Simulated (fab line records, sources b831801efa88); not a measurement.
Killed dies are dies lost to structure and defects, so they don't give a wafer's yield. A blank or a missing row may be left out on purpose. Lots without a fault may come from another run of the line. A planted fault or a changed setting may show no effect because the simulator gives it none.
Problem report in the 8D (eight disciplines) form, filled by code | flow sky130 | the parts of the form that need people (team, actions taken, sign-off) are left out

1. THE PROBLEM
run_length_s at SKY_POLY_GATE_ETCH_17 reads a mean of 116.8 s on 5 wafers of 3 lots; wafers without a fault read 98.9 s with a standard deviation of 0.39. That is +46 standard deviations from the usual mean.
The step: etches poly-Si in HBr/Cl2, stops on SiO2, target depth 180 nm, time 70.5 s.
First seen on wafer L632.1, day 21 13:19, on rie_si-01. The record holds 43 wafers of 15 lots with a number at this step. Rule for "out", or "out of limits": more than 4 standard deviations from the usual mean. The other wafers with a number count as sound.

2. WHAT IT IS AND WHAT IT IS NOT
question                    | is                                     | is not
which readings at this step | run_length_s, oes_product_au           | -
which lots                  | L632, L634, L636                       | L618, L619, L620, L621, L622, L625, L626, L627, L628, L629, L639, L641
which wafers of those lots  | L632.1, L634.1, L634.2, L636.1, L636.2 | L632.4, L634.5
read on which tools         | rie_si-01                              | rie_si-02
when                        | from day 21 13:19                      | up to then (31 sound wafers); but 7 sound wafers of L634, L639, L641 came after

3. SUSPECTS, AND WHAT RULES EACH OUT
Counting: a tool at a process step up to the reading stays a suspect if it ran every lot that is out. Sound lots after the first of them don't rule it out here, since some wafers of a struck lot are sound.
- rie_si-01 at SKY_POLY_GATE_ETCH_17 (etches poly-Si in HBr/Cl2, stops on SiO2, target depth 180 nm, time 70.5 s): kept. It ran every lot that is out, first L632 (day 21 13:19); its last sound lot up to then is L626 (day 19 05:55). Its own readings are out on those wafers: oes_product_au, run_length_s.
- Within rie_si-01 at SKY_POLY_GATE_ETCH_17: the wafers that are out ran in chambers 0, 1, 2; their sound lot-mates ran in chamber 3.
Left after counting: rie_si-01 at SKY_POLY_GATE_ETCH_17.

4. THE CAUSE (what the simulator had put in)
Process parameter drift: rie_si-01, from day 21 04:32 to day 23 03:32, at SKY_POLY_GATE_ETCH_17. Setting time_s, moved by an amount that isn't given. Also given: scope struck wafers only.
Counting left only this tool.

5. THE CHAIN OF EFFECTS, in route order
Each row: a reading whose mean over the struck wafers that have a number lies more than 3 standard deviations from the usual. Only readings for which the record gives a usual standard deviation are gone through. hours: the time from each lot's start at the first step in this table that gives one to its start at this step, as a median over the lots. sigmas: the change in usual standard deviations.
hours | step                   | reading                  | usual      | on struck wafers | change | sigmas
0     | SKY_POLY_GATE_ETCH_17  | oes_product_au           | 0.991 a.u. | 0.855            | -0.136 | -22
0     | SKY_POLY_GATE_ETCH_17  | run_length_s             | 98.9 s     | 116.8            | +17.9  | +46
0     | SKY_POLY_GATE_STRIP_18 | strip_time_to_endpoint_s | 3.17 s     | 2.90             | -0.27  | -8.4
The process steps in it:
- SKY_POLY_GATE_ETCH_17: etches poly-Si in HBr/Cl2, stops on SiO2, target depth 180 nm, time 70.5 s.
- SKY_POLY_GATE_STRIP_18: strips in O2/N2.

6. WHAT WOULD HAVE CAUGHT IT SOONER
In this record the first reading out of limits was taken at day 21 13:19, 9 hours after the fault began at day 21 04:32.
